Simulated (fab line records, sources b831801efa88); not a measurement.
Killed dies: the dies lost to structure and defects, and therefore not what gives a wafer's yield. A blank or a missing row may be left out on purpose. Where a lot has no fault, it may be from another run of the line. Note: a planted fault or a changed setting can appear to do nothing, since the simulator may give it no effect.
fab line records / flow gf180mcu
record lots=13 wafers=39 last_day=34
route steps=602 shown HV_LDD@226 CONTACT@304 V1@339
lots that met no fault: taken from a fault-free run of the same line
start_h: hours from the record's first day to the start of the lot's first wafer shown / wait_h: how many hours have passed since the lot's step before this one / " unchanged from the row above / L1.1+2: a row that stands for several wafers / - no value, or no start given / * or withheld: withheld / < > ~ a bound
route shown NAME@n: a module of which the file shows steps, and the number in the route of the first / usual: mean/standard deviation of fault-free wafers / same: alike in all rows / chamber/n: place in a boat / sites: the reading at each site / _std_site: standard deviation across them / _edge_site: inner sites' mean taken away from outer sites' mean / radius_mm: for every site, how far away it sits from the centre of the wafer / mask NAME#n: copy n / behind: the tool/chamber that last shaped the wafer / hold: what put the lot on hold/how long, in hours/how the hold closed / device: the transistor (n, p or np) that didn't switch / end of line: the same wafers' tests at the end of the route / a step with no rows: only its recipe / killed: at the first sort, the dies lost to defects and structure; wafer yield is something else / map: per-die view of a wafer (x killed, . not killed, _ where there is no die)
set.NAME: the setting as run; set.NAME@STEP: as run at that earlier step / model.NAME: the simulator's own value behind a step, which no gauge read
a sample of lots followed through the steps of the route, with each step as a table and each wafer as a row
services: when a tool's chamber went out of use (start_h, in hours from the record's first day, below 0 if earlier), for how many hours, and the reason
## steps
# step GF_HV_LDD_TW_MEAS_50
# usual HV_LDD_4_TW=569/4.1
lot.wafer=L104.1 tool=film_metro-02 chamber=- start_h=273.25 wait_h=0.1 HV_LDD_4_TW=567
lot.wafer=L104.4 tool=film_metro-02 chamber=- start_h=273.25 wait_h=0.1 HV_LDD_4_TW=569
lot.wafer=L104.6 tool=film_metro-02 chamber=- start_h=273.25 wait_h=0.1 HV_LDD_4_TW=569
lot.wafer=L105.1 tool=film_metro-02 chamber=- start_h=277.85 wait_h=0.1 HV_LDD_4_TW=572
lot.wafer=L105.2 tool=film_metro-02 chamber=- start_h=277.85 wait_h=0.1 HV_LDD_4_TW=569
lot.wafer=L105.6 tool=film_metro-02 chamber=- start_h=277.85 wait_h=0.1 HV_LDD_4_TW=565
lot.wafer=L106.1 tool=film_metro-04 chamber=- start_h=289.55 wait_h=0.1 HV_LDD_4_TW=567
lot.wafer=L106.2 tool=film_metro-04 chamber=- start_h=289.55 wait_h=0.1 HV_LDD_4_TW=566
lot.wafer=L106.4 tool=film_metro-04 chamber=- start_h=289.55 wait_h=0.1 HV_LDD_4_TW=563
lot.wafer=L107.2 tool=film_metro-03 chamber=- start_h=297.81 wait_h=0.1 HV_LDD_4_TW=570
lot.wafer=L107.5 tool=film_metro-03 chamber=- start_h=297.81 wait_h=0.1 HV_LDD_4_TW=572
lot.wafer=L107.6 tool=film_metro-03 chamber=- start_h=297.81 wait_h=0.1 HV_LDD_4_TW=572
lot.wafer=L108.1 tool=film_metro-03 chamber=- start_h=307.89 wait_h=0.1 HV_LDD_4_TW=572
lot.wafer=L108.2 tool=film_metro-03 chamber=- start_h=307.89 wait_h=0.1 HV_LDD_4_TW=570
lot.wafer=L108.3 tool=film_metro-03 chamber=- start_h=307.89 wait_h=0.1 HV_LDD_4_TW=570
lot.wafer=L109.2 tool=film_metro-03 chamber=- start_h=313.95 wait_h=0.1 HV_LDD_4_TW=572
lot.wafer=L109.4 tool=film_metro-03 chamber=- start_h=313.95 wait_h=0.1 HV_LDD_4_TW=575
lot.wafer=L109.5 tool=film_metro-03 chamber=- start_h=313.95 wait_h=0.1 HV_LDD_4_TW=574
lot.wafer=L117.3 tool=film_metro-04 chamber=- start_h=382.31 wait_h=0.1 HV_LDD_4_TW=558
lot.wafer=L117.4 tool=film_metro-04 chamber=- start_h=382.31 wait_h=0.1 HV_LDD_4_TW=556
lot.wafer=L117.6 tool=film_metro-04 chamber=- start_h=382.31 wait_h=0.1 HV_LDD_4_TW=559
lot.wafer=L119.1 tool=film_metro-03 chamber=- start_h=393.24 wait_h=0.1 HV_LDD_4_TW=572
lot.wafer=L119.4 tool=film_metro-03 chamber=- start_h=393.24 wait_h=0.1 HV_LDD_4_TW=571
lot.wafer=L119.5 tool=film_metro-03 chamber=- start_h=393.24 wait_h=0.1 HV_LDD_4_TW=572
lot.wafer=L120.1 tool=film_metro-02 chamber=- start_h=402.14 wait_h=0.1 HV_LDD_4_TW=566
lot.wafer=L120.4 tool=film_metro-02 chamber=- start_h=402.14 wait_h=0.1 HV_LDD_4_TW=567
lot.wafer=L120.6 tool=film_metro-02 chamber=- start_h=402.14 wait_h=0.1 HV_LDD_4_TW=565
lot.wafer=L123.2 tool=film_metro-03 chamber=- start_h=424.77 wait_h=0.1 HV_LDD_4_TW=573
lot.wafer=L123.3 tool=film_metro-03 chamber=- start_h=424.77 wait_h=0.1 HV_LDD_4_TW=571
lot.wafer=L123.4 tool=film_metro-03 chamber=- start_h=424.77 wait_h=0.1 HV_LDD_4_TW=572
lot.wafer=L124.4 tool=film_metro-02 chamber=- start_h=434.04 wait_h=0.1 HV_LDD_4_TW=571
lot.wafer=L124.5 tool=film_metro-02 chamber=- start_h=434.04 wait_h=0.1 HV_LDD_4_TW=571
lot.wafer=L124.6 tool=film_metro-02 chamber=- start_h=434.04 wait_h=0.1 HV_LDD_4_TW=570
lot.wafer=L126.2 tool=film_metro-04 chamber=- start_h=453.80 wait_h=0.1 HV_LDD_4_TW=560
lot.wafer=L126.3 tool=film_metro-04 chamber=- start_h=453.80 wait_h=0.1 HV_LDD_4_TW=559
lot.wafer=L126.5 tool=film_metro-04 chamber=- start_h=453.80 wait_h=0.1 HV_LDD_4_TW=564
lot.wafer=L127.1 tool=film_metro-02 chamber=- start_h=458.59 wait_h=0.1 HV_LDD_4_TW=570
lot.wafer=L127.5 tool=film_metro-02 chamber=- start_h=458.59 wait_h=0.1 HV_LDD_4_TW=571
lot.wafer=L127.6 tool=film_metro-02 chamber=- start_h=458.59 wait_h=0.1 HV_LDD_4_TW=572
# step GF_CONTACT_ETCH_17
# recipe chemistry=C4F8/O2/Ar mask_material=KrF target=SiO2 stop_on=CoSi2 source_w=1500 bias_w=1200 pressure_mtorr=40 c4f8_flow_sccm=withheld O2_flow_sccm=6 Ar_flow_sccm=300 time_s=withheld target_depth_a=8600
# usual bias_w=1200/3.3 oes_product_au=0.815/0.0051
lot.wafer=L104.1 tool=rie_diel-01 chamber=2 start_h=- wait_h=- bias_w=1204 oes_product_au=0.819
lot.wafer=L104.4 tool=rie_diel-01 chamber=1 start_h=- wait_h=- bias_w=1199 oes_product_au=0.808
lot.wafer=L104.6 tool=rie_diel-01 chamber=3 start_h=- wait_h=- bias_w=1196 oes_product_au=0.809
lot.wafer=L105.1 tool=rie_diel-04 chamber=1 start_h=- wait_h=- bias_w=1199 oes_product_au=0.819
lot.wafer=L105.2 tool=rie_diel-04 chamber=2 start_h=- wait_h=- bias_w=1203 oes_product_au=0.819
lot.wafer=L105.6 tool=rie_diel-04 chamber=2 start_h=- wait_h=- bias_w=1203 oes_product_au=0.812
lot.wafer=L106.1 tool=rie_diel-04 chamber=3 start_h=- wait_h=- bias_w=1199 oes_product_au=0.809
lot.wafer=L106.2 tool=rie_diel-04 chamber=1 start_h=- wait_h=- bias_w=1195 oes_product_au=0.809
lot.wafer=L106.4 tool=rie_diel-04 chamber=2 start_h=- wait_h=- bias_w=1196 oes_product_au=0.824
lot.wafer=L107.2 tool=rie_diel-04 chamber=1 start_h=- wait_h=- bias_w=1202 oes_product_au=0.822
lot.wafer=L107.5 tool=rie_diel-04 chamber=1 start_h=- wait_h=- bias_w=1197 oes_product_au=0.815
lot.wafer=L107.6 tool=rie_diel-04 chamber=0 start_h=- wait_h=- bias_w=1195 oes_product_au=0.815
lot.wafer=L108.1 tool=rie_diel-03 chamber=1 start_h=- wait_h=- bias_w=1199 oes_product_au=0.807
lot.wafer=L108.2 tool=rie_diel-03 chamber=2 start_h=- wait_h=- bias_w=1203 oes_product_au=0.816
lot.wafer=L108.3 tool=rie_diel-03 chamber=3 start_h=- wait_h=- bias_w=1202 oes_product_au=0.809
lot.wafer=L109.2 tool=rie_diel-01 chamber=2 start_h=- wait_h=- bias_w=1194 oes_product_au=0.820
lot.wafer=L109.4 tool=rie_diel-01 chamber=3 start_h=- wait_h=- bias_w=1198 oes_product_au=0.815
lot.wafer=L109.5 tool=rie_diel-01 chamber=0 start_h=- wait_h=- bias_w=1198 oes_product_au=0.816
lot.wafer=L117.3 tool=rie_diel-01 chamber=1 start_h=- wait_h=- bias_w=1201 oes_product_au=0.815
lot.wafer=L117.4 tool=rie_diel-01 chamber=3 start_h=- wait_h=- bias_w=1198 oes_product_au=0.816
lot.wafer=L117.6 tool=rie_diel-01 chamber=0 start_h=- wait_h=- bias_w=1204 oes_product_au=0.818
lot.wafer=L119.1 tool=rie_diel-04 chamber=2 start_h=- wait_h=- bias_w=1197 oes_product_au=0.815
lot.wafer=L119.4 tool=rie_diel-04 chamber=0 start_h=- wait_h=- bias_w=1198 oes_product_au=0.812
lot.wafer=L119.5 tool=rie_diel-04 chamber=1 start_h=- wait_h=- bias_w=1199 oes_product_au=0.809
lot.wafer=L120.1 tool=rie_diel-01 chamber=3 start_h=- wait_h=- bias_w=1198 oes_product_au=0.813
lot.wafer=L120.4 tool=rie_diel-01 chamber=0 start_h=- wait_h=- bias_w=1196 oes_product_au=0.817
lot.wafer=L120.6 tool=rie_diel-01 chamber=3 start_h=- wait_h=- bias_w=1202 oes_product_au=0.814
lot.wafer=L123.2 tool=rie_diel-04 chamber=2 start_h=- wait_h=- bias_w=1207 oes_product_au=0.817
lot.wafer=L123.3 tool=rie_diel-04 chamber=3 start_h=- wait_h=- bias_w=1194 oes_product_au=0.811
lot.wafer=L123.4 tool=rie_diel-04 chamber=0 start_h=- wait_h=- bias_w=1202 oes_product_au=0.819
lot.wafer=L124.4 tool=rie_diel-04 chamber=1 start_h=- wait_h=- bias_w=1198 oes_product_au=0.810
lot.wafer=L124.5 tool=rie_diel-04 chamber=0 start_h=- wait_h=- bias_w=1201 oes_product_au=0.811
lot.wafer=L124.6 tool=rie_diel-04 chamber=3 start_h=- wait_h=- bias_w=1203 oes_product_au=0.813
lot.wafer=L126.2 tool=rie_diel-01 chamber=1 start_h=- wait_h=- bias_w=1203 oes_product_au=0.816
lot.wafer=L126.3 tool=rie_diel-01 chamber=0 start_h=- wait_h=- bias_w=1199 oes_product_au=0.807
lot.wafer=L126.5 tool=rie_diel-01 chamber=0 start_h=- wait_h=- bias_w=1205 oes_product_au=0.816
lot.wafer=L127.1 tool=rie_diel-01 chamber=1 start_h=- wait_h=- bias_w=1202 oes_product_au=0.826
lot.wafer=L127.5 tool=rie_diel-01 chamber=2 start_h=- wait_h=- bias_w=1193 oes_product_au=0.815
lot.wafer=L127.6 tool=rie_diel-01 chamber=1 start_h=- wait_h=- bias_w=1201 oes_product_au=0.825
# step GF_V1_CMP_04
# recipe material=SiO2 down_force_psi=4 platen_rpm=60 pad_velocity_m_s=0.94248
# usual motor_current_A=12.4/1.5 time_to_endpoint_s=82/4.7
lot.wafer=L104.1 tool=cmp-02 chamber=2 start_h=385.16 wait_h=0.3 motor_current_A=15.8 time_to_endpoint_s=74
lot.wafer=L104.4 tool=cmp-02 chamber=3 start_h=385.16 wait_h=0.3 motor_current_A=12.6 time_to_endpoint_s=80
lot.wafer=L104.6 tool=cmp-02 chamber=1 start_h=385.16 wait_h=0.3 motor_current_A=10.4 time_to_endpoint_s=78
lot.wafer=L105.1 tool=cmp-02 chamber=3 start_h=390.60 wait_h=0.1 motor_current_A=11.5 time_to_endpoint_s=73
lot.wafer=L105.2 tool=cmp-02 chamber=2 start_h=390.60 wait_h=0.1 motor_current_A=14.3 time_to_endpoint_s=73
lot.wafer=L105.6 tool=cmp-02 chamber=3 start_h=390.60 wait_h=0.1 motor_current_A=12.4 time_to_endpoint_s=75
lot.wafer=L106.2 tool=cmp-01 chamber=1 start_h=404.65 wait_h=0.0 motor_current_A=12.4 time_to_endpoint_s=81
lot.wafer=L106.4 tool=cmp-01 chamber=2 start_h=404.65 wait_h=0.0 motor_current_A=12.5 time_to_endpoint_s=86
lot.wafer=L106.1 tool=cmp-01 chamber=0 start_h=404.65 wait_h=0.0 motor_current_A=11.1 time_to_endpoint_s=84
lot.wafer=L107.2 tool=cmp-02 chamber=1 start_h=416.37 wait_h=0.1 motor_current_A=10.4 time_to_endpoint_s=82
lot.wafer=L107.5 tool=cmp-02 chamber=3 start_h=416.37 wait_h=0.1 motor_current_A=11.9 time_to_endpoint_s=85
lot.wafer=L107.6 tool=cmp-02 chamber=0 start_h=416.37 wait_h=0.1 motor_current_A=13.7 time_to_endpoint_s=82
lot.wafer=L108.1 tool=cmp-02 chamber=1 start_h=427.97 wait_h=0.1 motor_current_A=10.4 time_to_endpoint_s=74
lot.wafer=L108.2 tool=cmp-02 chamber=2 start_h=427.97 wait_h=0.1 motor_current_A=13.9 time_to_endpoint_s=80
lot.wafer=L108.3 tool=cmp-02 chamber=0 start_h=427.97 wait_h=0.1 motor_current_A=13.3 time_to_endpoint_s=72
lot.wafer=L109.4 tool=cmp-01 chamber=2 start_h=433.84 wait_h=0.0 motor_current_A=12.1 time_to_endpoint_s=83
lot.wafer=L109.2 tool=cmp-01 chamber=0 start_h=433.84 wait_h=0.0 motor_current_A=10.1 time_to_endpoint_s=75
lot.wafer=L109.5 tool=cmp-01 chamber=2 start_h=433.84 wait_h=0.0 motor_current_A=12.0 time_to_endpoint_s=81
lot.wafer=L117.4 tool=cmp-02 chamber=1 start_h=509.17 wait_h=0.0 motor_current_A=10.6 time_to_endpoint_s=81
lot.wafer=L117.3 tool=cmp-02 chamber=3 start_h=509.17 wait_h=0.0 motor_current_A=12.5 time_to_endpoint_s=77
lot.wafer=L117.6 tool=cmp-02 chamber=2 start_h=509.17 wait_h=0.0 motor_current_A=14.9 time_to_endpoint_s=84
lot.wafer=L119.1 tool=cmp-02 chamber=3 start_h=522.60 wait_h=0.1 motor_current_A=12.0 time_to_endpoint_s=83
lot.wafer=L119.4 tool=cmp-02 chamber=0 start_h=522.60 wait_h=0.1 motor_current_A=13.2 time_to_endpoint_s=83
lot.wafer=L119.5 tool=cmp-02 chamber=2 start_h=522.60 wait_h=0.1 motor_current_A=14.3 time_to_endpoint_s=83
lot.wafer=L120.1 tool=cmp-01 chamber=1 start_h=529.52 wait_h=0.1 motor_current_A=13.1 time_to_endpoint_s=82
lot.wafer=L120.4 tool=cmp-01 chamber=2 start_h=529.52 wait_h=0.1 motor_current_A=13.0 time_to_endpoint_s=89
lot.wafer=L120.6 tool=cmp-01 chamber=2 start_h=529.52 wait_h=0.1 motor_current_A=12.8 time_to_endpoint_s=83
lot.wafer=L123.3 tool=cmp-02 chamber=2 start_h=549.35 wait_h=0.1 motor_current_A=15.0 time_to_endpoint_s=78
lot.wafer=L123.4 tool=cmp-02 chamber=3 start_h=549.35 wait_h=0.1 motor_current_A=12.2 time_to_endpoint_s=82
lot.wafer=L123.2 tool=cmp-02 chamber=0 start_h=549.35 wait_h=0.1 motor_current_A=14.6 time_to_endpoint_s=85
lot.wafer=L124.4 tool=cmp-01 chamber=1 start_h=559.04 wait_h=0.2 motor_current_A=12.6 time_to_endpoint_s=83
lot.wafer=L124.5 tool=cmp-01 chamber=2 start_h=559.04 wait_h=0.2 motor_current_A=12.3 time_to_endpoint_s=83
lot.wafer=L124.6 tool=cmp-01 chamber=3 start_h=559.04 wait_h=0.2 motor_current_A=12.1 time_to_endpoint_s=89
lot.wafer=L126.2 tool=cmp-01 chamber=2 start_h=576.50 wait_h=0.1 motor_current_A=12.4 time_to_endpoint_s=79
lot.wafer=L126.3 tool=cmp-01 chamber=3 start_h=576.50 wait_h=0.1 motor_current_A=12.7 time_to_endpoint_s=82
lot.wafer=L126.5 tool=cmp-01 chamber=0 start_h=576.50 wait_h=0.1 motor_current_A=10.1 time_to_endpoint_s=89
lot.wafer=L127.1 tool=cmp-01 chamber=1 start_h=580.45 wait_h=0.1 motor_current_A=12.5 time_to_endpoint_s=85
lot.wafer=L127.6 tool=cmp-01 chamber=0 start_h=580.45 wait_h=0.1 motor_current_A=10.3 time_to_endpoint_s=91
lot.wafer=L127.5 tool=cmp-01 chamber=1 start_h=580.45 wait_h=0.1 motor_current_A=12.6 time_to_endpoint_s=92
# step GF_V1_ETCH_17
# recipe chemistry=C4F8/O2/Ar mask_material=KrF target=SiO2 stop_on=TiN source_w=1500 bias_w=1200 pressure_mtorr=40 c4f8_flow_sccm=withheld O2_flow_sccm=6 Ar_flow_sccm=300 time_s=withheld target_depth_a=6300
# usual bias_w=1200/3.9 oes_product_au=0.856/0.0046
lot.wafer=L104.1 tool=rie_diel-02 chamber=0 start_h=408 wait_h=- bias_w=1201 oes_product_au=0.857
lot.wafer=L104.4 tool=rie_diel-02 chamber=2 start_h=408 wait_h=- bias_w=1204 oes_product_au=0.855
lot.wafer=L104.6 tool=rie_diel-02 chamber=2 start_h=408 wait_h=- bias_w=1200 oes_product_au=0.860
lot.wafer=L105.1 tool=rie_diel-03 chamber=0 start_h=413 wait_h=- bias_w=1196 oes_product_au=0.864
lot.wafer=L105.2 tool=rie_diel-03 chamber=3 start_h=413 wait_h=- bias_w=1195 oes_product_au=0.849
lot.wafer=L105.6 tool=rie_diel-03 chamber=3 start_h=413 wait_h=- bias_w=1197 oes_product_au=0.852
lot.wafer=L106.1 tool=rie_diel-01 chamber=1 start_h=429 wait_h=- bias_w=1197 oes_product_au=0.845
lot.wafer=L106.2 tool=rie_diel-01 chamber=3 start_h=429 wait_h=- bias_w=1196 oes_product_au=0.860
lot.wafer=L106.4 tool=rie_diel-01 chamber=2 start_h=429 wait_h=- bias_w=1200 oes_product_au=0.858
lot.wafer=L107.2 tool=rie_diel-01 chamber=1 start_h=441 wait_h=- bias_w=1193 oes_product_au=0.865
lot.wafer=L107.5 tool=rie_diel-01 chamber=0 start_h=441 wait_h=- bias_w=1204 oes_product_au=0.855
lot.wafer=L107.6 tool=rie_diel-01 chamber=3 start_h=441 wait_h=- bias_w=1203 oes_product_au=0.859
lot.wafer=L108.1 tool=rie_diel-02 chamber=0 start_h=452 wait_h=- bias_w=1199 oes_product_au=0.858
lot.wafer=L108.2 tool=rie_diel-02 chamber=2 start_h=452 wait_h=- bias_w=1206 oes_product_au=0.847
lot.wafer=L108.3 tool=rie_diel-02 chamber=1 start_h=452 wait_h=- bias_w=1197 oes_product_au=0.858
lot.wafer=L109.2 tool=rie_diel-03 chamber=2 start_h=459 wait_h=- bias_w=1200 oes_product_au=0.849
lot.wafer=L109.4 tool=rie_diel-03 chamber=3 start_h=459 wait_h=- bias_w=1192 oes_product_au=0.860
lot.wafer=L109.5 tool=rie_diel-03 chamber=3 start_h=459 wait_h=- bias_w=1195 oes_product_au=0.864
lot.wafer=L117.3 tool=rie_diel-01 chamber=3 start_h=532 wait_h=- bias_w=1203 oes_product_au=0.860
lot.wafer=L117.4 tool=rie_diel-01 chamber=2 start_h=532 wait_h=- bias_w=1235 oes_product_au=0.851
lot.wafer=L117.6 tool=rie_diel-01 chamber=2 start_h=532 wait_h=- bias_w=1236 oes_product_au=0.860
lot.wafer=L119.1 tool=rie_diel-03 chamber=0 start_h=545 wait_h=- bias_w=1195 oes_product_au=0.859
lot.wafer=L119.4 tool=rie_diel-03 chamber=1 start_h=545 wait_h=- bias_w=1194 oes_product_au=0.862
lot.wafer=L119.5 tool=rie_diel-03 chamber=3 start_h=545 wait_h=- bias_w=1199 oes_product_au=0.858
lot.wafer=L120.1 tool=rie_diel-02 chamber=0 start_h=552 wait_h=- bias_w=1199 oes_product_au=0.853
lot.wafer=L120.4 tool=rie_diel-02 chamber=1 start_h=552 wait_h=- bias_w=1203 oes_product_au=0.856
lot.wafer=L120.6 tool=rie_diel-02 chamber=2 start_h=553 wait_h=- bias_w=1201 oes_product_au=0.852
lot.wafer=L123.2 tool=rie_diel-02 chamber=2 start_h=571 wait_h=- bias_w=1203 oes_product_au=0.856
lot.wafer=L123.3 tool=rie_diel-02 chamber=0 start_h=571 wait_h=- bias_w=1208 oes_product_au=0.858
lot.wafer=L123.4 tool=rie_diel-02 chamber=1 start_h=571 wait_h=- bias_w=1203 oes_product_au=0.855
lot.wafer=L124.4 tool=rie_diel-02 chamber=3 start_h=581 wait_h=- bias_w=1197 oes_product_au=0.857
lot.wafer=L124.5 tool=rie_diel-02 chamber=0 start_h=581 wait_h=- bias_w=1202 oes_product_au=0.857
lot.wafer=L124.6 tool=rie_diel-02 chamber=3 start_h=581 wait_h=- bias_w=1195 oes_product_au=0.853
lot.wafer=L126.2 tool=rie_diel-03 chamber=2 start_h=598 wait_h=- bias_w=1203 oes_product_au=0.859
lot.wafer=L126.3 tool=rie_diel-03 chamber=0 start_h=598 wait_h=- bias_w=1205 oes_product_au=0.861
lot.wafer=L126.5 tool=rie_diel-03 chamber=2 start_h=598 wait_h=- bias_w=1203 oes_product_au=0.858
lot.wafer=L127.1 tool=rie_diel-03 chamber=3 start_h=601 wait_h=- bias_w=1203 oes_product_au=0.861
lot.wafer=L127.5 tool=rie_diel-03 chamber=0 start_h=601 wait_h=- bias_w=1202 oes_product_au=0.846
lot.wafer=L127.6 tool=rie_diel-03 chamber=1 start_h=601 wait_h=- bias_w=1206 oes_product_au=0.859
## services
tool=rie_diel-01 chamber=3 start_h=338.57 hours=7.4 kind=repair
tool=rie_diel-04 chamber=- start_h=341.54 hours=11.5 kind=repair
tool=cmp-01 chamber=- start_h=359.58 hours=0.3 kind=repair
tool=cmp-01 chamber=- start_h=374.65 hours=1.2 kind=repair
tool=cmp-02 chamber=- start_h=380.26 hours=3.6 kind=repair
tool=rie_diel-03 chamber=1 start_h=383.00 hours=2.9 kind=repair
tool=cmp-02 chamber=- start_h=395.39 hours=5.4 kind=pm
tool=rie_diel-03 chamber=2 start_h=402.19 hours=3.7 kind=repair
tool=cmp-02 chamber=- start_h=404.16 hours=4.0 kind=pm
tool=cmp-01 chamber=- start_h=412.22 hours=0.5 kind=repair
tool=rie_diel-04 chamber=0 start_h=425.36 hours=22.8 kind=repair
tool=rie_diel-01 chamber=0 start_h=445.46 hours=1.9 kind=repair
tool=rie_diel-03 chamber=- start_h=455.16 hours=0.5 kind=repair
tool=cmp-02 chamber=- start_h=457.24 hours=1.8 kind=repair
tool=cmp-02 chamber=- start_h=462.38 hours=3.7 kind=repair
tool=cmp-02 chamber=- start_h=468.06 hours=6.8 kind=repair
tool=cmp-02 chamber=- start_h=483.38 hours=0.8 kind=repair
tool=rie_diel-04 chamber=3 start_h=493.50 hours=11.5 kind=repair
tool=rie_diel-03 chamber=- start_h=508.93 hours=28.1 kind=pm
tool=cmp-01 chamber=- start_h=519.85 hours=3.6 kind=repair
tool=rie_diel-04 chamber=1 start_h=521.73 hours=7.6 kind=repair
tool=rie_diel-01 chamber=3 start_h=526.99 hours=4.4 kind=repair
tool=cmp-02 chamber=- start_h=558.68 hours=3.9 kind=repair
tool=cmp-02 chamber=- start_h=579.53 hours=5.9 kind=repair
## key
first_sign step=GF_V1_ETCH_17 reading=bias_w direction=up sigmas=9.1 usual=1200 struck=1236
effect none on later readings
met_at GF_V1_ETCH_17
struck_lots L117
struck_wafers L117.4,L117.6
not_acting_at GF_HV_LDD_TW_MEAS_50,GF_CONTACT_ETCH_17,GF_V1_CMP_04
onset_between 429 532
fault kind=process_parameter_drift tool=rie_diel-01 chamber=2 onset_h=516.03 steps=GF_V1_ETCH_17 channel=bias_w offset=31.851 shape=step end_h=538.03 acts_in=these_recipes_only stated=1200
